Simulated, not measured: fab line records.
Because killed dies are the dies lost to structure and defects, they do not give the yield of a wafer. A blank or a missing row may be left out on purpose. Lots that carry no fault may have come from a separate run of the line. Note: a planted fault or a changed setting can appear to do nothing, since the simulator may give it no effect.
fab line records	flow gf180mcu	part 1 of 2: steps 1 to 28 of 39
[record] lots = 5	wafers = 15	last-day = 34
route steps=602 shown VT_IMPLANT@126 MVSD@136 NWELL@137 LVPWELL@138 MVPSD@139 DUAL_GATE@141 POLY_GATE@157
lots that met no fault: taken from a fault-free run of the same line
start-h: start of the lot's first displayed wafer, in hours after the record's first day	wait-h: hours elapsed since this lot's preceding step	" same as the row above	L1.1+2: a row that stands for several wafers	- value missing, or start not given	* or withheld: withheld	< > ~ a bound
route shown NAME@n: a module of which the file shows steps, and the number in the route of the first	usual: mean and standard deviation over wafers with no fault	same: alike in all rows	chamber/n: place in a boat	sites: each site's reading	_std_site: the standard deviation of these	_edge_site: inner sites' mean taken away from outer sites' mean	radius-mm: for every site, how far away it sits from the centre of the wafer	mask NAME#n: copy n	behind: the most recent tool/chamber to have shaped the wafer	hold: cause of the lot's hold/its duration in hours/its outcome	device: whichever transistor did not switch (one of n, p or np)	end of line: the same wafers' tests at the end of the route	a step given without rows: its recipe and nothing more	killed: not the wafer's yield, but the dies lost to structure and defects at the first sort	map: dies across one wafer; x = killed, . = not, _ = none there
set.NAME: the run value of the setting; set.NAME@STEP: its run value at that earlier step	model.NAME: the simulator's own value behind a step, which no gauge read
lots at selected steps of the route; one table per step, one row per wafer
services: a tool's chamber out of use, with start hour (start-h, from the record's first day; less than 0 if before it), hours out, and reason
[[steps]]
[step GF_VT_IMPLANT_SOFTBAKE_36]
[recipe] temp-c = 90	time-s = 60	resist = NOVOLAK
[usual] exhaust-pa = 44.9/1
lot.wafer	tool	chamber	start-h	wait-h	exhaust-pa
L083.1	litho-track-03	0	209.87	0.1	43.6
L083.2	"	0	"	"	44.7
L083.4	"	0	"	"	44.1
L087.3	litho-track-02	0	234.26	0.1	45.3
L087.5	"	0	"	"	45.6
L087.6	"	0	"	"	45.1
L089.3	litho-track-01	0	247.91	0.1	47.2
L089.4	"	0	"	"	45.4
L089.5	"	0	"	"	45.6
L092.2	litho-track-02	0	265.74	0.1	44.2
L092.3	"	0	"	"	45.1
L092.4	"	0	"	"	44.2
L095.2	litho-track-01	0	288.39	0.1	45.8
L095.3	"	0	"	"	44.5
L095.5	"	0	"	"	45.0
[step GF_VT_IMPLANT_EXPOSE_37]
[recipe] mask-id = Nwell_HV_AREA	target-cd-nm = 860	na = 0.6	source-shape = conventional	sigma-outer = 0.6	dose-mj = 140
lot.wafer	tool	chamber	start-h	wait-h	mask
L083.1+2+4	iline-stepper-01	0	-	-	Nwell_HV_AREA#0
L087.3+5+6	iline-stepper-01	0	-	-	Nwell_HV_AREA#0
L089.3+4+5	iline-stepper-01	0	-	-	Nwell_HV_AREA#0
L092.2+3+4	iline-stepper-01	0	-	-	Nwell_HV_AREA#0
L095.2+3+5	iline-stepper-02	0	-	-	Nwell_HV_AREA#0
[step GF_VT_IMPLANT_PEB_38]
[recipe] temp-c = withheld	time-s = *	resist = NOVOLAK
[usual] exhaust-pa = 45.2/0.9
lot.wafer	tool	chamber	start-h	wait-h	exhaust-pa
L083.1	litho-track-02	0	-	-	44.0
L083.2	"	0	"	"	45.6
L083.4	"	0	"	"	43.9
L087.3	litho-track-03	0	-	-	45.0
L087.5	"	0	"	"	44.6
L087.6	"	0	"	"	45.3
L089.3	litho-track-02	0	-	-	44.6
L089.4	"	0	"	"	46.5
L089.5	"	0	"	"	45.4
L092.2	litho-track-02	0	-	-	45.2
L092.3	"	0	"	"	44.2
L092.4	"	0	"	"	46.1
L095.2	litho-track-01	0	-	-	46.6
L095.3	"	0	"	"	44.8
L095.5	"	0	"	"	45.2
[step GF_VT_IMPLANT_DEVELOP_39]
[recipe] develop-time-s = 60	dev-temp-c = 23
[usual] exhaust-pa = 45.0/0.75
lot.wafer	tool	chamber	start-h	wait-h	exhaust-pa
L083.1	litho-track-02	0	218.36	0.1	43.8
L083.2	"	0	"	"	45.1
L083.4	"	0	"	"	44.8
L087.3	litho-track-03	0	242.62	0.1	45.1
L087.5	"	0	"	"	45.3
L087.6	"	0	"	"	44.5
L089.3	litho-track-02	0	257.51	0.1	44.5
L089.4	"	0	"	"	45.2
L089.5	"	0	"	"	44.9
L092.2	litho-track-02	0	275.19	0.1	44.2
L092.3	"	0	"	"	45.1
L092.4	"	0	"	"	45.2
L095.2	litho-track-01	0	298.39	0.1	45.0
L095.3	"	0	"	"	45.7
L095.5	"	0	"	"	44.4
[step GF_VT_IMPLANT_OVL_MEAS_40]
[usual] VT_IMPLANT_03_OVL = 0.4/1.2
lot.wafer	tool	chamber	start-h	wait-h	VT_IMPLANT_03_OVL[nm]
L083.1	overlay-02	-	218.51	0.1	0.7
L083.2	"	-	"	"	0.5
L083.4	"	-	"	"	2.1
L087.3	overlay-02	-	242.73	0.1	-1.3
L087.5	"	-	"	"	-0.6
L087.6	"	-	"	"	-1.3
L089.3	overlay-01	-	257.63	0.1	1.2
L089.4	"	-	"	"	-0.4
L089.5	"	-	"	"	-0.2
L092.2	overlay-02	-	275.32	0.1	0.2
L092.3	"	-	"	"	1.2
L092.4	"	-	"	"	-0.1
L095.2	overlay-02	-	298.52	0.1	0.7
L095.3	"	-	"	"	-1.5
L095.5	"	-	"	"	-0.8
[step GF_VT_IMPLANT_IMPLANT_41]
[recipe] species = As	energy-kev = 70	dose-cm2 = 1.013e+12	tilt-deg = 7
[usual] tilt-deg = 7.002/0.02
lot.wafer	tool	chamber	start-h	wait-h	tilt-deg
L083.1	implanter-02	0	218.55	0.0	6.987
L083.2	"	0	"	"	6.994
L083.4	"	0	"	"	6.980
L087.3	implanter-02	0	242.80	0.1	6.979
L087.5	"	0	"	"	7.006
L087.6	"	0	"	"	7.012
L089.3	implanter-01	0	257.70	0.1	6.997
L089.4	"	0	"	"	7.005
L089.5	"	0	"	"	6.991
L092.2	implanter-01	0	275.37	0.0	7.002
L092.3	"	0	"	"	6.981
L092.4	"	0	"	"	6.996
L095.2	implanter-02	0	298.57	0.0	6.972
L095.3	"	0	"	"	6.989
L095.5	"	0	"	"	6.997
[step GF_VT_IMPLANT_STRIP_42]
[recipe] chemistry = O2/N2	power-w = 1400	pressure-mtorr = 1500	platen-temp-c = 250	o2-flow-sccm = 3000	n2-flow-sccm = 300	overash-fraction = 0.5
[usual] drypump-motor-current-A = 5.9/0.34	heater-power-w = 342/23	oes-product-au = 0.716/0.0046	strip-time-to-endpoint-s = 12.63/0.031
lot.wafer	tool	chamber	start-h	wait-h	drypump-motor-current-A	heater-power-w	oes-product-au	rf-hours-counter-h	strip-time-to-endpoint-s
L083.1	plasma-asher-02	0	218.70	0.1	6.4	321	0.716	10	12.65
L083.2	"	1	"	"	5.7	348	0.722	10	12.62
L083.4	"	0	"	"	6.4	329	0.715	-	12.63
L087.3	plasma-asher-01	0	242.93	0.1	6.0	306	0.719	-	12.57
L087.5	"	1	"	"	5.7	365	0.717	-	12.57
L087.6	"	0	"	"	6.0	308	0.721	-	12.60
L089.3	plasma-asher-01	0	257.83	0.1	6.0	308	0.715	-	12.60
L089.4	"	1	"	"	5.7	366	0.713	-	12.57
L089.5	"	0	"	"	6.0	310	0.718	-	12.57
L092.2	plasma-asher-01	1	275.50	0.1	5.7	359	0.711	65	12.65
L092.3	"	0	"	"	6.0	310	0.724	-	12.65
L092.4	"	1	"	"	5.7	358	0.703	-	12.60
L095.2	plasma-asher-04	0	298.70	0.1	6.0	365	0.721	70	12.66
L095.3	"	0	"	"	5.9	346	0.712	-	12.66
L095.5	"	0	"	"	6.0	356	0.713	-	12.65
[step GF_VT_IMPLANT_TW_MEAS_43]
[usual] VT_IMPLANT_4_TW = 691/3.7
lot.wafer	tool	chamber	start-h	wait-h	VT_IMPLANT_4_TW
L083.1	film-metro-04	-	218.80	0.1	692
L083.2	"	-	"	"	695
L083.4	"	-	"	"	691
L087.3	film-metro-04	-	243.02	0.1	690
L087.5	"	-	"	"	695
L087.6	"	-	"	"	694
L089.3	film-metro-03	-	257.92	0.1	689
L089.4	"	-	"	"	688
L089.5	"	-	"	"	689
L092.2	film-metro-01	-	275.61	0.1	692
L092.3	"	-	"	"	694
L092.4	"	-	"	"	692
L095.2	film-metro-04	-	298.81	0.1	699
L095.3	"	-	"	"	698
L095.5	"	-	"	"	697
[step GF_VT_IMPLANT_CLEAN_44]
[recipe] chemistry = SC1/SC2	mix = 1:4:20	temp-c = 70	time-s = 150	dry = n2-spin
lot.wafer	tool	chamber	start-h	wait-h
L083.1+2+4	wet-bench-02	2	218.86	0.1
L087.3+5+6	wet-bench-02	1	243.06	0.0
L089.3+4+5	wet-bench-04	0	257.96	0.0
L092.2+3+4	wet-bench-02	1	275.66	0.0
L095.2+3+5	wet-bench-02	2	298.86	0.0
[step GF_VT_IMPLANT_RTA_45]
[recipe] temp-c = 1050	time-s = 30	ambient = N2
[usual] lamp-power-pct = 37/3.1	wafer_temp_C_max = 1054.3/0.98
lot.wafer	tool	chamber	start-h	wait-h	lamp-power-pct	wafer_temp_C_max
L083.1	rtp-anneal-01	0	218.92	0.0	40	1054.6
L083.2	"	0	"	"	40	1053.2
L083.4	"	0	"	"	40	1055.1
L087.3	rtp-anneal-01	0	243.14	0.0	40	1054.9
L087.5	"	0	"	"	40	1055.4
L087.6	"	0	"	"	40	1053.4
L089.3	rtp-anneal-02	0	258.04	0.0	33	1055.7
L089.4	"	0	"	"	34	1053.7
L089.5	"	0	"	"	33	1055.1
L092.2	rtp-anneal-02	0	275.73	0.0	34	1055.7
L092.3	"	0	"	"	34	1055.4
L092.4	"	0	"	"	33	1055.1
L095.2	rtp-anneal-02	0	298.93	0.0	33	1055.3
L095.3	"	0	"	"	33	1054.8
L095.5	"	0	"	"	34	1054.1
[step GF_VT_IMPLANT_RS_MEAS_46]
[recipe] thk-meas-gauge = four-point-probe
[usual] MVSD_RS = 456.3/0.89
lot.wafer	tool	chamber	start-h	wait-h	MVSD_RS[ohm/sq]
L083.1	film-metro-02	-	219.02	0.1	456.5
L083.2	"	-	"	"	457.0
L083.4	"	-	"	"	455.9
L087.3	film-metro-04	-	243.25	0.1	456.4
L087.5	"	-	"	"	456.0
L087.6	"	-	"	"	455.6
L089.3	film-metro-02	-	258.15	0.1	458.2
L089.4	"	-	"	"	457.5
L089.5	"	-	"	"	457.2
L092.2	film-metro-04	-	275.83	0.1	457.6
L092.3	"	-	"	"	457.3
L092.4	"	-	"	"	456.2
L095.2	film-metro-01	-	299.03	0.1	457.0
L095.3	"	-	"	"	456.6
L095.5	"	-	"	"	457.4
[step GF_VT_IMPLANT_RS_MEAS_47]
[recipe] thk-meas-gauge = four-point-probe
[usual] NWELL_RS = 487.4/1.3
lot.wafer	tool	chamber	start-h	wait-h	NWELL_RS[ohm/sq]
L083.1	film-metro-02	-	219.14	0.1	485.9
L083.2	"	-	"	"	485.5
L083.4	"	-	"	"	487.6
L087.3	film-metro-04	-	243.37	0.1	489.5
L087.5	"	-	"	"	490.0
L087.6	"	-	"	"	488.5
L089.3	film-metro-02	-	258.27	0.1	486.8
L089.4	"	-	"	"	489.0
L089.5	"	-	"	"	487.7
L092.2	film-metro-04	-	275.95	0.1	487.9
L092.3	"	-	"	"	488.8
L092.4	"	-	"	"	487.0
L095.2	film-metro-01	-	299.15	0.1	487.2
L095.3	"	-	"	"	487.9
L095.5	"	-	"	"	487.0
[step GF_VT_IMPLANT_RS_MEAS_48]
[recipe] thk-meas-gauge = four-point-probe
[usual] LVPWELL_RS = 1196.1/2.7
lot.wafer	tool	chamber	start-h	wait-h	LVPWELL_RS[ohm/sq]
L083.1	film-metro-02	-	219.26	0.1	1197.1
L083.2	"	-	"	"	1194.1
L083.4	"	-	"	"	1195.3
L087.3	film-metro-04	-	243.49	0.1	1198.4
L087.5	"	-	"	"	1199.0
L087.6	"	-	"	"	1202.5
L089.3	film-metro-02	-	258.39	0.1	1193.2
L089.4	"	-	"	"	1195.8
L089.5	"	-	"	"	1191.5
L092.2	film-metro-04	-	276.07	0.1	1196.7
L092.3	"	-	"	"	1200.0
L092.4	"	-	"	"	1200.5
L095.2	film-metro-01	-	299.27	0.1	1200.5
L095.3	"	-	"	"	1197.5
L095.5	"	-	"	"	1196.2
[step GF_VT_IMPLANT_RS_MEAS_49]
[recipe] thk-meas-gauge = four-point-probe
[usual] MVPSD_RS = 1167.0/3
lot.wafer	tool	chamber	start-h	wait-h	MVPSD_RS[ohm/sq]
L083.1	film-metro-02	-	219.38	0.1	1164.2
L083.2	"	-	"	"	1166.4
L083.4	"	-	"	"	1167.7
L087.3	film-metro-04	-	243.61	0.1	1171.8
L087.5	"	-	"	"	1171.3
L087.6	"	-	"	"	1166.7
L089.3	film-metro-02	-	258.51	0.1	1163.7
L089.4	"	-	"	"	1163.4
L089.5	"	-	"	"	1163.4
L092.2	film-metro-04	-	276.19	0.1	1166.0
L092.3	"	-	"	"	1164.8
L092.4	"	-	"	"	1166.1
L095.2	film-metro-01	-	299.39	0.1	1165.3
L095.3	"	-	"	"	1162.9
L095.5	"	-	"	"	1166.8
[step GF_VT_IMPLANT_WET_ETCH_50]
[recipe] chemistry = dHF	target-depth-nm = 20	target = SiO2	temp-c = 25	dilution = 100:1	time-s = 400
lot.wafer	tool	chamber	start-h	wait-h
L083.1+2+4	wet-bench-03	3	219.50	0.1
L087.3+5+6	wet-bench-03	0	243.69	0.1
L089.3+4+5	wet-bench-02	1	258.59	0.1
L092.2+3+4	wet-bench-04	3	276.29	0.1
L095.2+3+5	wet-bench-03	3	299.49	0.1
[step GF_DUAL_GATE_CLEAN_00]
[recipe] chemistry = SC1/SC2	mix = 1:4:20	temp-c = 70	time-s = 150
lot.wafer	tool	chamber	start-h	wait-h
L083.1+2+4	wet-bench-04	0	219.61	0.0
L087.3+5+6	wet-bench-04	0	243.81	0.0
L089.3+4+5	wet-bench-04	1	258.71	0.0
L092.2+3+4	wet-bench-02	1	276.41	0.0
L095.2+3+5	wet-bench-04	0	299.61	0.0
[step GF_DUAL_GATE_CLEAN_01]
[recipe] chemistry = dHF	time-s = 20	dilution = 100:1	dry = ipa-marangoni
lot.wafer	tool	chamber	start-h	wait-h
L083.1+2+4	wet-bench-03	1	219.67	0.0
L087.3+5+6	wet-bench-03	2	243.86	0.0
L089.3+4+5	wet-bench-03	0	258.76	0.0
L092.2+3+4	wet-bench-03	1	276.46	0.0
L095.2+3+5	wet-bench-03	0	299.66	0.0
[step GF_DUAL_GATE_OXIDATION_02]
[recipe] temp-c = 900	ambient = O2	stabilise-s = 600	purge-s = 300	target-thk-a = 108.87	ox-time-s = 1602
[usual] zone-power-centre-pct = 18.5/0.55
lot.wafer	tool	chamber	start-h	wait-h	zone-power-centre-pct
L083.1	furnace-01	0	219.68	0.0	19.0
L083.2	"	0	"	"	19.2
L083.4	"	0	"	"	19.1
L087.3	furnace-02	0	243.87	0.0	18.0
L087.5	"	0	"	"	18.1
L087.6	"	0	"	"	18.0
L089.3	furnace-01	0	258.77	0.0	18.9
L089.4	"	0	"	"	18.8
L089.5	"	0	"	"	19.0
L092.2	furnace-02	0	277.33	0.9	17.5
L092.3	"	0	"	"	18.0
L092.4	"	0	"	"	17.9
L095.2	furnace-02	0	300.31	0.6	17.7
L095.3	"	0	"	"	17.9
L095.5	"	0	"	"	18.0
[step GF_DUAL_GATE_THK_MEAS_03]
[recipe] reads = SiO2_of_DUAL_GATE_OXIDATION_02
[usual] DUAL_GATE_OXIDATION_00_THK = 10.95/0.19
lot.wafer	tool	chamber	start-h	wait-h	DUAL_GATE_OXIDATION_00_THK[nm]
L083.1	film-metro-01	-	221.13	0.0	11.18
L083.2	"	-	"	"	11.06
L083.4	"	-	"	"	11.03
L087.3	film-metro-02	-	245.37	0.1	11.45
L087.5	"	-	"	"	11.17
L087.6	"	-	"	"	11.00
L089.3	film-metro-03	-	260.24	0.0	10.94
L089.4	"	-	"	"	10.78
L089.5	"	-	"	"	10.73
L092.2	film-metro-02	-	278.78	0.0	11.25
L092.3	"	-	"	"	11.20
L092.4	"	-	"	"	11.10
L095.2	film-metro-03	-	301.77	0.0	10.93
L095.3	"	-	"	"	10.74
L095.5	"	-	"	"	10.80
[step GF_DUAL_GATE_DEHYDRATE_04]
[recipe] temp-c = 200	time-s = 60
[usual] exhaust-pa = 45.0/0.86
lot.wafer	tool	chamber	start-h	wait-h	exhaust-pa
L083.1	litho-track-03	0	229.07	7.9	44.8
L083.2	"	0	"	"	45.4
L083.4	"	0	"	"	44.7
L087.3	litho-track-04	0	254.61	9.2	44.9
L087.5	"	0	"	"	46.6
L087.6	"	0	"	"	45.3
L089.3	litho-track-04	0	268.76	8.5	44.7
L089.4	"	0	"	"	44.7
L089.5	"	0	"	"	45.0
L092.2	litho-track-04	0	288.39	9.6	45.4
L092.3	"	0	"	"	44.5
L092.4	"	0	"	"	44.2
L095.2	litho-track-04	0	311.44	9.7	44.9
L095.3	"	0	"	"	44.3
L095.5	"	0	"	"	44.2
[step GF_DUAL_GATE_HMDS_05]
[recipe] prime-time-s = 60	prime-temp-c = 120
[usual] exhaust-pa = 44.9/0.87
lot.wafer	tool	chamber	start-h	wait-h	exhaust-pa
L083.1	litho-track-03	0	229.22	0.1	46.1
L083.2	"	0	"	"	44.9
L083.4	"	0	"	"	44.8
L087.3	litho-track-04	0	254.76	0.1	44.0
L087.5	"	0	"	"	44.9
L087.6	"	0	"	"	44.5
L089.3	litho-track-04	0	268.91	0.1	44.6
L089.4	"	0	"	"	44.9
L089.5	"	0	"	"	45.8
L092.2	litho-track-04	0	288.54	0.1	43.8
L092.3	"	0	"	"	45.1
L092.4	"	0	"	"	44.3
L095.2	litho-track-04	0	311.59	0.1	47.0
L095.3	"	0	"	"	46.1
L095.5	"	0	"	"	45.5
[step GF_DUAL_GATE_COAT_06]
[recipe] resist = NOVOLAK	spin-rpm = 3000	resist-thk-nm = 1000
[usual] exhaust-pa = 44.9/0.89
lot.wafer	tool	chamber	start-h	wait-h	exhaust-pa
L083.1	litho-track-03	0	229.37	0.1	44.4
L083.2	"	0	"	"	44.3
L083.4	"	0	"	"	44.2
L087.3	litho-track-04	0	254.91	0.1	46.3
L087.5	"	0	"	"	45.7
L087.6	"	0	"	"	45.3
L089.3	litho-track-04	0	269.06	0.1	44.7
L089.4	"	0	"	"	44.6
L089.5	"	0	"	"	44.5
L092.2	litho-track-04	0	288.69	0.1	45.9
L092.3	"	0	"	"	44.7
L092.4	"	0	"	"	44.0
L095.2	litho-track-04	0	311.74	0.1	43.3
L095.3	"	0	"	"	44.0
L095.5	"	0	"	"	45.0
[step GF_DUAL_GATE_SOFTBAKE_07]
[recipe] temp-c = 90	time-s = 60	resist = NOVOLAK
[usual] exhaust-pa = 45.0/0.82
lot.wafer	tool	chamber	start-h	wait-h	exhaust-pa
L083.1	litho-track-03	0	229.52	0.1	45.4
L083.2	"	0	"	"	44.9
L083.4	"	0	"	"	45.0
L087.3	litho-track-04	0	255.06	0.1	46.0
L087.5	"	0	"	"	45.2
L087.6	"	0	"	"	46.0
L089.3	litho-track-04	0	269.21	0.1	44.0
L089.4	"	0	"	"	45.4
L089.5	"	0	"	"	45.5
L092.2	litho-track-04	0	288.84	0.1	46.0
L092.3	"	0	"	"	46.3
L092.4	"	0	"	"	45.9
L095.2	litho-track-04	0	311.89	0.1	45.2
L095.3	"	0	"	"	45.7
L095.5	"	0	"	"	46.0
[step GF_DUAL_GATE_EXPOSE_08]
[recipe] mask-id = Dualgate	target-cd-nm = 700	na = 0.6	source-shape = conventional	sigma-outer = 0.6	dose-mj = 140
lot.wafer	tool	chamber	start-h	wait-h	mask
L083.1+2+4	iline-stepper-02	0	-	-	Dualgate#0
L087.3+5+6	iline-stepper-01	0	-	-	Dualgate#0
L089.3+4+5	iline-stepper-02	0	-	-	Dualgate#0
L092.2+3+4	iline-stepper-01	0	-	-	Dualgate#0
L095.2+3+5	iline-stepper-02	0	-	-	Dualgate#0
[step GF_DUAL_GATE_PEB_09]
[recipe] temp-c = withheld	time-s = *	resist = NOVOLAK
[usual] exhaust-pa = 44.9/0.86
lot.wafer	tool	chamber	start-h	wait-h	exhaust-pa
L083.1	litho-track-01	0	-	-	45.4
L083.2	"	0	"	"	45.7
L083.4	"	0	"	"	45.0
L087.3	litho-track-03	0	-	-	44.9
L087.5	"	0	"	"	43.5
L087.6	"	0	"	"	45.4
L089.3	litho-track-03	0	-	-	44.7
L089.4	"	0	"	"	44.4
L089.5	"	0	"	"	44.7
L092.2	litho-track-01	0	-	-	45.9
L092.3	"	0	"	"	44.0
L092.4	"	0	"	"	44.6
L095.2	litho-track-03	0	-	-	45.7
L095.3	"	0	"	"	46.1
L095.5	"	0	"	"	46.8
[step GF_DUAL_GATE_DEVELOP_10]
[recipe] develop-time-s = 60	dev-temp-c = 23
[usual] exhaust-pa = 44.9/0.81
lot.wafer	tool	chamber	start-h	wait-h	exhaust-pa
L083.1	litho-track-01	0	239.16	0.1	45.6
L083.2	"	0	"	"	45.2
L083.4	"	0	"	"	45.2
L087.3	litho-track-03	0	264.41	0.1	45.5
L087.5	"	0	"	"	45.5
L087.6	"	0	"	"	45.4
L089.3	litho-track-03	0	278.81	0.1	44.6
L089.4	"	0	"	"	44.6
L089.5	"	0	"	"	45.0
L092.2	litho-track-01	0	298.69	0.1	46.7
L092.3	"	0	"	"	46.1
L092.4	"	0	"	"	45.8
L095.2	litho-track-03	0	322.29	0.1	44.6
L095.3	"	0	"	"	44.4
L095.5	"	0	"	"	44.7
[step GF_DUAL_GATE_OVL_MEAS_11]
[usual] DUAL_GATE_OVL = 0.2/1.1
lot.wafer	tool	chamber	start-h	wait-h	DUAL_GATE_OVL[nm]
L083.1	overlay-01	-	239.31	0.1	-0.8
L083.2	"	-	"	"	1.3
L083.4	"	-	"	"	2.0
L087.3	overlay-01	-	264.53	0.1	0.6
L087.5	"	-	"	"	1.6
L087.6	"	-	"	"	1.8
L089.3	overlay-01	-	278.93	0.1	2.0
L089.4	"	-	"	"	0.9
L089.5	"	-	"	"	0.9
L092.2	overlay-02	-	298.82	0.1	-0.1
L092.3	"	-	"	"	-0.9
L092.4	"	-	"	"	-0.3
L095.2	overlay-02	-	322.42	0.1	1.4
L095.3	"	-	"	"	2.0
L095.5	"	-	"	"	2.0
[step GF_DUAL_GATE_WET_ETCH_12]
[recipe] chemistry = dHF	target-depth-nm = 13	dry = n2-spin	target = SiO2	temp-c = 25	dilution = 100:1	time-s = 260
lot.wafer	tool	chamber	start-h	wait-h
L083.1+2+4	wet-bench-03	1	239.35	0.0
L087.3+5+6	wet-bench-02	2	264.55	0.0
L089.3+4+5	wet-bench-04	1	278.95	0.0
L092.2+3+4	wet-bench-04	0	298.85	0.0
L095.2+3+5	wet-bench-04	3	322.45	0.0
